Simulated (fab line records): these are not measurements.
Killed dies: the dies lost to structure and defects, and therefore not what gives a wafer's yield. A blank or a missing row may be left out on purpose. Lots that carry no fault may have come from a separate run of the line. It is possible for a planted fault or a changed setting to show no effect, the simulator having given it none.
Which of the tools did it? || flow sky130 || Sampling: 11 lots, 33 wafers, 6 of 708 route steps

WHAT EACH GAUGE READ, for each wafer
SKY_LDD_LDN_OVL_MEAS_07.
{"lot": "L797", "measured": "day 23 17:35", "on": "overlay-01", "LDD_LDN_OVL (nm)": "0.0 -1.8 -0.8"}
{"lot": "L802", "measured": "day 26 20:47", "on": "overlay-02", "LDD_LDN_OVL (nm)": "-1.5 0.1 1.2"}
{"lot": "L803", "measured": "day 26 21:02", "on": "overlay-01", "LDD_LDN_OVL (nm)": "0.8 1.6 2.7"}
{"lot": "L804", "measured": "day 26 23:11", "on": "overlay-01", "LDD_LDN_OVL (nm)": "-2.9 -2.6 -2.5"}
{"lot": "L810", "measured": "day 28 15:40", "on": "overlay-01", "LDD_LDN_OVL (nm)": "4.3 3.2 3.9"}
{"lot": "L809", "measured": "day 28 21:20", "on": "overlay-01", "LDD_LDN_OVL (nm)": "0.9 1.6 1.6"}
{"lot": "L812", "measured": "day 29 06:29", "on": "overlay-02", "LDD_LDN_OVL (nm)": "- - -"}
{"lot": "L813", "measured": "day 29 12:59", "on": "overlay-02", "LDD_LDN_OVL (nm)": "-0.3 -0.5 0.6"}
{"lot": "L814", "measured": "day 29 15:08", "on": "overlay-01", "LDD_LDN_OVL (nm)": "-1.3 -1.2 -1.9"}
{"lot": "L817", "measured": "day 30 19:05", "on": "overlay-02", "LDD_LDN_OVL (nm)": "0.4 0.1 0.3"}
{"lot": "L818", "measured": "day 30 21:59", "on": "overlay-01", "LDD_LDN_OVL (nm)": "-0.7 -2.0 -1.6"}

SKY_LDD_LDN_TW_MEAS_13.
{"lot": "L797", "measured": "day 23 18:19", "on": "film_metro-02", "LDD_LDN_TW": "1478 1480 1481"}
{"lot": "L802", "measured": "day 26 21:32", "on": "film_metro-01", "LDD_LDN_TW": "1492 1494 1488"}
{"lot": "L803", "measured": "day 26 21:46", "on": "film_metro-02", "LDD_LDN_TW": "1463 1466 1465"}
{"lot": "L804", "measured": "day 27 02:20", "on": "film_metro-04", "LDD_LDN_TW": "1501 1498 1502"}
{"lot": "L810", "measured": "day 28 16:25", "on": "film_metro-04", "LDD_LDN_TW": "1494 1498 1494"}
{"lot": "L809", "measured": "day 28 22:05", "on": "film_metro-01", "LDD_LDN_TW": "1488 1494 1487"}
{"lot": "L812", "measured": "day 29 07:13", "on": "film_metro-01", "LDD_LDN_TW": "30 31 30 30 30 30"}
{"lot": "L813", "measured": "day 29 13:43", "on": "film_metro-04", "LDD_LDN_TW": "1492 1497 1490"}
{"lot": "L814", "measured": "day 29 15:52", "on": "film_metro-01", "LDD_LDN_TW": "1499 1497 1496"}
{"lot": "L817", "measured": "day 30 19:49", "on": "film_metro-04", "LDD_LDN_TW": "1498 1500 1510"}
{"lot": "L818", "measured": "day 30 22:44", "on": "film_metro-01", "LDD_LDN_TW": "1491 1502 1496"}

SKY_POLY_CUT_CD_MEAS_08: the cd target is 270 nm.
{"lot": "L797", "measured": "day 25 03:21", "on": "cd_sem-02", "cd_nm (nm)": "269.9 269.8 269.7"}
{"lot": "L802", "measured": "day 28 05:19", "on": "cd_sem-01", "cd_nm (nm)": "269.5 270.5 270.2"}
{"lot": "L803", "measured": "day 28 05:36", "on": "cd_sem-01", "cd_nm (nm)": "268.4 270.2 269.3"}
{"lot": "L804", "measured": "day 28 09:35", "on": "cd_sem-02", "cd_nm (nm)": "269.4 269.4 269.7"}
{"lot": "L810", "measured": "day 29 22:38", "on": "cd_sem-01", "cd_nm (nm)": "273.2 273.5 270.7"}
{"lot": "L809", "measured": "day 30 03:52", "on": "cd_sem-01", "cd_nm (nm)": "269.2 268.0 269.2"}
{"lot": "L813", "measured": "day 30 19:11", "on": "cd_sem-02", "cd_nm (nm)": "270.0 268.4 269.8"}
{"lot": "L814", "measured": "day 30 21:14", "on": "cd_sem-01", "cd_nm (nm)": "268.2 268.4 268.2"}
{"lot": "L817", "measured": "day 32 03:23", "on": "cd_sem-01", "cd_nm (nm)": "269.8 268.9 269.0"}
{"lot": "L818", "measured": "day 32 04:20", "on": "cd_sem-02", "cd_nm (nm)": "271.8 271.3 270.3"}

SKY_SD_P_TW_MEAS_11.
{"lot": "L797", "measured": "day 26 09:14", "on": "film_metro-04", "SD_P_TW": "2833 2849 2856"}
{"lot": "L802", "measured": "day 29 10:00", "on": "film_metro-04", "SD_P_TW": "2859 2845 2857"}
{"lot": "L803", "measured": "day 29 11:36", "on": "film_metro-02", "SD_P_TW": "2832 2809 2820"}
{"lot": "L804", "measured": "day 29 14:00", "on": "film_metro-04", "SD_P_TW": "2855 2849 2851"}
{"lot": "L810", "measured": "day 31 03:23", "on": "film_metro-03", "SD_P_TW": "2833 2849 2839"}
{"lot": "L809", "measured": "day 31 07:48", "on": "film_metro-03", "SD_P_TW": "2821 2838 2837"}
{"lot": "L813", "measured": "day 31 23:48", "on": "film_metro-02", "SD_P_TW": "2832 2823 2810"}
{"lot": "L814", "measured": "day 32 01:41", "on": "film_metro-02", "SD_P_TW": "2805 2784 2817"}
{"lot": "L817", "measured": "day 33 06:35", "on": "film_metro-04", "SD_P_TW": "2855 2860 2843"}
{"lot": "L818", "measured": "day 33 07:16", "on": "film_metro-02", "SD_P_TW": "2806 2805 2789"}

EACH LOT AND THE TOOL THAT RAN IT (in order: tool; ch and the chambers of the sampled wafers; start)
{"lot": "L797", "SKY_LDD_LDN_EXPOSE_04": "iline_stepper-02 ch 0, day 23 02:52", "SKY_POLY_CUT_ETCH_11": "rie_diel-01 ch 0,2, day 25 03:32"}
{"lot": "L802", "SKY_LDD_LDN_EXPOSE_04": "iline_stepper-01 ch 0, day 26 07:01", "SKY_POLY_CUT_ETCH_11": "rie_diel-01 ch 2,3, day 28 05:28"}
{"lot": "L803", "SKY_LDD_LDN_EXPOSE_04": "iline_stepper-02 ch 0, day 26 07:19", "SKY_POLY_CUT_ETCH_11": "rie_diel-04 ch 0,2,3, day 28 05:47"}
{"lot": "L804", "SKY_LDD_LDN_EXPOSE_04": "iline_stepper-01 ch 0, day 26 09:55", "SKY_POLY_CUT_ETCH_11": "rie_diel-04 ch 0,1,3, day 28 09:46"}
{"lot": "L810", "SKY_LDD_LDN_EXPOSE_04": "iline_stepper-01 ch 0, day 28 01:41", "SKY_POLY_CUT_ETCH_11": "rie_diel-02 ch 0,1,3, day 29 22:50"}
{"lot": "L809", "SKY_LDD_LDN_EXPOSE_04": "iline_stepper-02 ch 0, day 28 06:41", "SKY_POLY_CUT_ETCH_11": "rie_diel-02 ch 0,1,3, day 30 04:01"}
{"lot": "L812", "SKY_LDD_LDN_EXPOSE_04": "iline_stepper-01 ch 0, day 28 16:21", "SKY_POLY_CUT_ETCH_11": "-"}
{"lot": "L813", "SKY_LDD_LDN_EXPOSE_04": "iline_stepper-01 ch 0, day 29 00:05", "SKY_POLY_CUT_ETCH_11": "rie_diel-01 ch 0,2, day 30 19:22"}
{"lot": "L814", "SKY_LDD_LDN_EXPOSE_04": "iline_stepper-02 ch 0, day 29 01:37", "SKY_POLY_CUT_ETCH_11": "rie_diel-02 ch 1,2,3, day 30 21:26"}
{"lot": "L817", "SKY_LDD_LDN_EXPOSE_04": "iline_stepper-01 ch 0, day 30 05:45", "SKY_POLY_CUT_ETCH_11": "rie_diel-01 ch 0,2,3, day 32 03:35"}
{"lot": "L818", "SKY_LDD_LDN_EXPOSE_04": "iline_stepper-01 ch 0, day 30 08:32", "SKY_POLY_CUT_ETCH_11": "rie_diel-02 ch 1,2,3, day 32 04:29"}
- SKY_LDD_LDN_EXPOSE_04: exposes mask LDNTM, target cd 700 nm.
- SKY_POLY_CUT_ETCH_11: etches Si3N4 in CF4/CH2F2/Ar, stops on poly-Si, time 42.5 s, target depth 60 nm.

AS READ BY THE TOOLS THEMSELVES (means over the sampled wafers that have a number; for cases with no such wafer, the mark the record gives instead)
SKY_POLY_CUT_ETCH_11.
{"lot": "L797", "tool": "rie_diel-01", "ch2f2_flow_sccm (sccm)": 19.97, "drypump_motor_current_A (A)": 5.2, "oes_product_au (a.u.)": 0.830, "rf_fwd_power_W (W)": 591.4, "throttle_valve_pct (%)": 14.996}
{"lot": "L802", "tool": "rie_diel-01", "ch2f2_flow_sccm (sccm)": 20.00, "drypump_motor_current_A (A)": 5.9, "oes_product_au (a.u.)": 0.838, "rf_fwd_power_W (W)": 595.0, "throttle_valve_pct (%)": 14.992}
{"lot": "L803", "tool": "rie_diel-04", "ch2f2_flow_sccm (sccm)": 20.00, "drypump_motor_current_A (A)": 5.1, "oes_product_au (a.u.)": 0.833, "rf_fwd_power_W (W)": 595.4, "throttle_valve_pct (%)": 14.996}
{"lot": "L804", "tool": "rie_diel-04", "ch2f2_flow_sccm (sccm)": 20.03, "drypump_motor_current_A (A)": 5.5, "oes_product_au (a.u.)": 0.839, "rf_fwd_power_W (W)": 591.5, "throttle_valve_pct (%)": 15.002}
{"lot": "L810", "tool": "rie_diel-02", "ch2f2_flow_sccm (sccm)": 19.94, "drypump_motor_current_A (A)": 6.2, "oes_product_au (a.u.)": 0.833, "rf_fwd_power_W (W)": 595.9, "throttle_valve_pct (%)": 14.999}
{"lot": "L809", "tool": "rie_diel-02", "ch2f2_flow_sccm (sccm)": 19.96, "drypump_motor_current_A (A)": 6.2, "oes_product_au (a.u.)": 0.833, "rf_fwd_power_W (W)": 593.3, "throttle_valve_pct (%)": 14.990}
{"lot": "L813", "tool": "rie_diel-01", "ch2f2_flow_sccm (sccm)": 20.08, "drypump_motor_current_A (A)": 5.2, "oes_product_au (a.u.)": 0.834, "rf_fwd_power_W (W)": 591.8, "throttle_valve_pct (%)": 14.995}
{"lot": "L814", "tool": "rie_diel-02", "ch2f2_flow_sccm (sccm)": 20.04, "drypump_motor_current_A (A)": 5.9, "oes_product_au (a.u.)": 0.831, "rf_fwd_power_W (W)": 594.1, "throttle_valve_pct (%)": 14.994}
{"lot": "L817", "tool": "rie_diel-01", "ch2f2_flow_sccm (sccm)": 19.99, "drypump_motor_current_A (A)": 5.5, "oes_product_au (a.u.)": 0.829, "rf_fwd_power_W (W)": 594.7, "throttle_valve_pct (%)": 14.992}
{"lot": "L818", "tool": "rie_diel-02", "ch2f2_flow_sccm (sccm)": 20.02, "drypump_motor_current_A (A)": 6.0, "oes_product_au (a.u.)": 0.835, "rf_fwd_power_W (W)": 594.0, "throttle_valve_pct (%)": 15.002}

THE ANSWER, worked out from the rows above alone
Rule: the usual values come from the lots themselves. The widest of any qualifying gaps counts: lots, ordered by their means at a reading, are off when they make up no more than a third of the lots, leave a main group of 4 or more, and stand apart from it by 3 or more times the standard deviation of that group's means. A main group whose means are all the same, to the digits that the tables above print for the reading, isn't used. A lot without any number at a reading at which 4 lots or more have one is off too. Where the step has rows for the other lots, those lots are counted as sound. After the gauges, taken in route order, come the tools' own readings; for these a lot's mean is taken, as printed above. The first step at which some lot is off is used, and at that step the reading that is off furthest; a lot without a number counts as furthest.
Off: L812, at SKY_LDD_LDN_OVL_MEAS_07 (LDD_LDN_OVL). Without a number there: L812. Main group: mean 0.1 nm, sd 1.8.
If a tool, at a process step before that reading, ran all the lots that are off and no sound lot after the first of them, it fits. The gauges at SKY_LDD_LDN_OVL_MEAS_07 aren't tried: what is off there is off at SKY_LDD_LDN_TW_MEAS_13 too, on other tools, and a gauge's error can't cause that. None of those tried fits.

WHAT THE SIMULATOR HAD INSERTED
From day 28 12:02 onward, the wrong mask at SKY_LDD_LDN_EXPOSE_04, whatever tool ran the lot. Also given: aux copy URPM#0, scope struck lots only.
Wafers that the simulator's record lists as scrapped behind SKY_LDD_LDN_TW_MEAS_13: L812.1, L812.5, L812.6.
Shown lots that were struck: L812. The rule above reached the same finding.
